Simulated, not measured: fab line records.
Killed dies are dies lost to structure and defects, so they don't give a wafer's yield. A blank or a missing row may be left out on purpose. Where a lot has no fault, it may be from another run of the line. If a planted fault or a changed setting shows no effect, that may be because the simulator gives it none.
One fault through the eyes of 2 desks / flow sky130 / every desk sees just its own numbers, and what lay behind them comes last

## FROM THE METROLOGY DESK
Means of the sampled wafers that have a number, per lot and without regard to the tool the lot ran on: this is what the gauges read. The brackets show how far a lot's mean lies from the usual mean; more than 4 standard deviations puts the lot out of limits, marked OUT.
Columns: A = VIA4_W_RS at SKY_VIA4_RS_MEAS_19, usual 0.2272 ohm/sq; B = VIA4_W_THK at SKY_VIA4_THK_MEAS_20, usual 497 nm; C = METAL5_ALCU_RS at SKY_METAL5_RS_MEAS_05, usual 0.02706 ohm/sq; D = METAL5_ALCU_THK at SKY_METAL5_THK_MEAS_06, usual 1138 nm
lot=L250; first seen here=day 42 15:39; A=0.2250; B=504; C=0.02666; D=1161
lot=L256; first seen here=day 44 11:51; A=0.2281; B=498; C=0.03311 (+26) OUT; D=940 (-14) OUT
lot=L264; first seen here=day 46 16:22; A=0.2262; B=498; C=0.02713; D=1135
lot=L270; first seen here=day 48 06:49; A=0.2303; B=489; C=0.02709; D=1131
lot=L273; first seen here=day 48 10:40; A=0.2293; B=496; C=0.02712; D=1144
Per this desk, out of limits: L256; the first was L256, day 44 12:31 (METAL5_ALCU_RS at SKY_METAL5_RS_MEAS_05). In limits: L250, L264, L270, L273.

## THE TOOL OWNER'S DESK: pvdSputter-01
The tool's own readings at SKY_METAL5_SPUTTER_02 (material AlCu, target thk 1150 nm, time 61.2 s): means of the sampled wafers that have a number, for each lot that ran on this tool. The brackets show how far a lot's mean lies from the usual mean; more than 4 standard deviations puts the lot out of limits, marked OUT.
Columns: A = chamberPressurePa at SKY_METAL5_SPUTTER_02, usual 0.3999 Pa; B = throttleValvePct at SKY_METAL5_SPUTTER_02, usual 29.2 %
lot=L256; first seen here=day 44 12:23; A=0.4008; B=28.7
lot=L270; first seen here=day 48 07:21; A=0.4002; B=29.7
lot=L273; first seen here=day 48 11:11; A=0.4004; B=29.3
This desk's verdict: no lot among the 3 shows anything out of limits.

## TAKEN TOGETHER
Metrology desk: alarm possible at day 44 12:31 on L256.
Nothing out of limits was seen by the tool owner's desk.
On record at the tool owner's desk: L256, within its limits.
The lots listed all ran SKY_METAL5_SPUTTER_02 on pvdSputter-01.

## WHAT THE SIMULATOR HAD PUT IN
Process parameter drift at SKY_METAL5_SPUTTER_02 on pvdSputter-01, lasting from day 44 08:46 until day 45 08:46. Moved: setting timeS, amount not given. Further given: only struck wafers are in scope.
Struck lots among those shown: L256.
Hours from the fault's start to each desk's first reading out of limits: the metrology desk, 4.
